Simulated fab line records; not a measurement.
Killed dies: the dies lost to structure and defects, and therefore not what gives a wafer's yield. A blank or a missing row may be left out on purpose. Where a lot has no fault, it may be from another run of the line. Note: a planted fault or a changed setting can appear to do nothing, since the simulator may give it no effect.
Matching of chambers ; flow gf180mcu ; pecvd-03 running GF_V1_CVD_02: 3 sister chambers
The step deposits SiO2 from TEOS, target thk 850 nm, time 94.851 s. 6 wafers are shown with their chamber, then 7 later ones without.

## WAFERS PAIRED WITH THEIR CHAMBERS
wafer;chamber;heater-power-w (W)
L492.5;1;677
L493.2;2;495
L493.3;1;642
L493.6;0;648
L494.1;0;620
L494.2;2;498

## WAFERS WITHOUT THEIR CHAMBER
wafer;heater-power-w (W)
L494.5;523
L496.1;592
L496.3;555
L496.5;664
L505.2;580
L505.3;639
L505.4;473

## EACH ONE'S CHAMBER
wafer;from the rows above;in truth
L494.5;2;2
L496.1;can't be placed: 0 or 1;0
L496.3;can't be placed: 2 or 0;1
L496.5;can't be placed: 1 or 0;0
L505.2;can't be placed: 0 or 1 or 2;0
L505.3;can't be placed: 0 or 1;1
L505.4;2;2
Placed correctly: 2 of 7. Can't be placed from these rows: 5 (the true chamber is among the candidates in 4). Number placed wrongly: 0.
How it was worked out, from the rows above alone: a wafer's distance from a chamber is the root of the sum, over the readings, of the square of ((its reading less the chamber's mean) divided by the reading's scatter). The wafer belongs to the nearest chamber; if the next one is less than 2 further off, it can't be placed. The mean given for a chamber averages the wafers shown for that chamber. The scatter is the square root of a quotient: the sum, over the shown wafers, of each reading's squared deviation from its chamber's mean, divided by wafers minus chambers.
